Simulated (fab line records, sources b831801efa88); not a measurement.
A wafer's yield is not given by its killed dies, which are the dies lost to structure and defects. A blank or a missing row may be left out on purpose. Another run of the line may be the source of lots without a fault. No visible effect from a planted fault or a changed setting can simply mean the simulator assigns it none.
Split-lot study / flow gf180mcu / route with 602 steps; 5 lots, 23 wafers read

THE SPLIT ITSELF
At GF_V4_CMP_04 (polishes SiO2), the setting leave_above_ref_nm was moved away from the recipe's 632.5 nm on 7 of the 23 wafers read, by -4.3% to +3.1%. This setting was run at the recipe's value on the other wafers.

The split's own step is where the reading is taken.

THE READING
SiO2_of_V4_CVD_02.thk_nm (the simulator's own value, which no gauge read), in nm, at GF_V4_CMP_04 (polishes SiO2). The file does not state a usual value for it. Here, 16 wafers ran the recipe; their average is 632.8 nm with a standard deviation of 1.2 nm.

wafer=L079.4; tool, chamber at the split=cmp-02, 3; leave_above_ref_nm as run, nm=632.5; against the recipe=recipe; SiO2_of_V4_CVD_02.thk_nm, nm=635.1; against lot-mates on the recipe=-
wafer=L079.2; tool, chamber at the split=cmp-02, 0; leave_above_ref_nm as run, nm=605.1; against the recipe=-4.3%; SiO2_of_V4_CVD_02.thk_nm, nm=605.5; against lot-mates on the recipe=-28.7
wafer=L079.3; tool, chamber at the split=cmp-02, 1; leave_above_ref_nm as run, nm=632.5; against the recipe=recipe; SiO2_of_V4_CVD_02.thk_nm, nm=634.2; against lot-mates on the recipe=-
wafer=L079.6; tool, chamber at the split=cmp-02, 3; leave_above_ref_nm as run, nm=632.5; against the recipe=recipe; SiO2_of_V4_CVD_02.thk_nm, nm=633.4; against lot-mates on the recipe=-
wafer=L079.5; tool, chamber at the split=cmp-02, 0; leave_above_ref_nm as run, nm=605.1; against the recipe=-4.3%; SiO2_of_V4_CVD_02.thk_nm, nm=604; against lot-mates on the recipe=-30.2
wafer=L080.2; tool, chamber at the split=cmp-01, 2; leave_above_ref_nm as run, nm=632.5; against the recipe=recipe; SiO2_of_V4_CVD_02.thk_nm, nm=631.5; against lot-mates on the recipe=-
wafer=L080.5; tool, chamber at the split=cmp-01, 1; leave_above_ref_nm as run, nm=632.5; against the recipe=recipe; SiO2_of_V4_CVD_02.thk_nm, nm=631.4; against lot-mates on the recipe=-
wafer=L080.6; tool, chamber at the split=cmp-01, 2; leave_above_ref_nm as run, nm=632.5; against the recipe=recipe; SiO2_of_V4_CVD_02.thk_nm, nm=632; against lot-mates on the recipe=-
wafer=L081.2; tool, chamber at the split=cmp-01, 1; leave_above_ref_nm as run, nm=632.5; against the recipe=recipe; SiO2_of_V4_CVD_02.thk_nm, nm=631.9; against lot-mates on the recipe=-
wafer=L081.3; tool, chamber at the split=cmp-01, 2,3; leave_above_ref_nm as run, nm=632.5; against the recipe=recipe; SiO2_of_V4_CVD_02.thk_nm, nm=632.2; against lot-mates on the recipe=-
wafer=L081.1; tool, chamber at the split=cmp-01, 2,3; leave_above_ref_nm as run, nm=632.5; against the recipe=recipe; SiO2_of_V4_CVD_02.thk_nm, nm=632.2; against lot-mates on the recipe=-
wafer=L081.4; tool, chamber at the split=cmp-01, 0; leave_above_ref_nm as run, nm=632.5; against the recipe=recipe; SiO2_of_V4_CVD_02.thk_nm, nm=634.2; against lot-mates on the recipe=-
wafer=L081.5; tool, chamber at the split=cmp-01, 1; leave_above_ref_nm as run, nm=632.5; against the recipe=recipe; SiO2_of_V4_CVD_02.thk_nm, nm=632.5; against lot-mates on the recipe=-
wafer=L082.2; tool, chamber at the split=cmp-02, 3; leave_above_ref_nm as run, nm=652; against the recipe=+3.1%; SiO2_of_V4_CVD_02.thk_nm, nm=653.9; against lot-mates on the recipe=+20.4
wafer=L082.3; tool, chamber at the split=cmp-02, 0; leave_above_ref_nm as run, nm=632.5; against the recipe=recipe; SiO2_of_V4_CVD_02.thk_nm, nm=632.1; against lot-mates on the recipe=-
wafer=L082.1; tool, chamber at the split=cmp-02, 2; leave_above_ref_nm as run, nm=652; against the recipe=+3.1%; SiO2_of_V4_CVD_02.thk_nm, nm=653.8; against lot-mates on the recipe=+20.3
wafer=L082.6; tool, chamber at the split=cmp-02, 3; leave_above_ref_nm as run, nm=632.5; against the recipe=recipe; SiO2_of_V4_CVD_02.thk_nm, nm=634.9; against lot-mates on the recipe=-
wafer=L082.5; tool, chamber at the split=cmp-02, 0; leave_above_ref_nm as run, nm=652; against the recipe=+3.1%; SiO2_of_V4_CVD_02.thk_nm, nm=652; against lot-mates on the recipe=+18.5
wafer=L084.1; tool, chamber at the split=cmp-01, 0; leave_above_ref_nm as run, nm=632.5; against the recipe=recipe; SiO2_of_V4_CVD_02.thk_nm, nm=633.5; against lot-mates on the recipe=-
wafer=L084.2; tool, chamber at the split=cmp-01, 2; leave_above_ref_nm as run, nm=650.9; against the recipe=+2.9%; SiO2_of_V4_CVD_02.thk_nm, nm=649.1; against lot-mates on the recipe=+16.7
wafer=L084.4; tool, chamber at the split=cmp-01, 3; leave_above_ref_nm as run, nm=632.5; against the recipe=recipe; SiO2_of_V4_CVD_02.thk_nm, nm=630.8; against lot-mates on the recipe=-
wafer=L084.6; tool, chamber at the split=cmp-01, 0; leave_above_ref_nm as run, nm=632.5; against the recipe=recipe; SiO2_of_V4_CVD_02.thk_nm, nm=632.9; against lot-mates on the recipe=-
wafer=L084.5; tool, chamber at the split=cmp-01, 1; leave_above_ref_nm as run, nm=650.9; against the recipe=+2.9%; SiO2_of_V4_CVD_02.thk_nm, nm=650.6; against lot-mates on the recipe=+18.2
Where a row lists several chambers, the file gives one row for several wafers and doesn't say which wafer went through which chamber.

THE FIT
A straight line over all 23 wafers: SiO2_of_V4_CVD_02.thk_nm changes by +6.41 nm for each +1% of leave_above_ref_nm; r = +0.99; the points scatter about the line by 1.3 nm.
The same after taking each lot's own level away (the mean of its wafers on the recipe; 23 wafers): +6.52 nm for each +1%; r = +1.00; scatter 1.1 nm.
The reading moves by 28 nm for the largest change in leave_above_ref_nm, on that fit.
Measured against the standard deviation above, the lots' own levels, which go from 631.63 to 634.23 nm, span 2.1 times it.
The two slopes agree, so the slope changes little with the lot-to-lot level.
Check: -28.5 nm against its lot-mates is what the line predicts for one of the wafers moved furthest among these (-4.3%) when that wafer is left out of the fit. It came out at -28.7 nm against them.

OTHER SPLITS APPLIED TO THESE WAFERS
These wafers also went through other splits before the reading. Each is held against what the fit with the lots' levels taken away leaves over:
other split on the same wafers=GF_V3_CMP_04 leave_above_ref_nm; wafers away from the commonest value=10; r with SiO2_of_V4_CVD_02.thk_nm (lot level and that fit taken away)=-0.17
other split on the same wafers=GF_V3_PEB_12 peb_temp_c; wafers away from the commonest value=9; r with SiO2_of_V4_CVD_02.thk_nm (lot level and that fit taken away)=-0.21
other split on the same wafers=GF_V3_CVD_23 temp_c; wafers away from the commonest value=4; r with SiO2_of_V4_CVD_02.thk_nm (lot level and that fit taken away)=-0.16
other split on the same wafers=GF_M4_SPUTTER_02 time_s; wafers away from the commonest value=5; r with SiO2_of_V4_CVD_02.thk_nm (lot level and that fit taken away)=+0.06
other split on the same wafers=GF_M4_COAT_09 resist_thk_nm; wafers away from the commonest value=6; r with SiO2_of_V4_CVD_02.thk_nm (lot level and that fit taken away)=+0.21
other split on the same wafers=GF_V4_CVD_00 sih4_flow_sccm; wafers away from the commonest value=11; r with SiO2_of_V4_CVD_02.thk_nm (lot level and that fit taken away)=-0.17

THE FILE'S OWN FIT
SiO2_of_V4_CVD_02.thk_nm changes by +6.51 nm for each +1% of leave_above_ref_nm, r = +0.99.
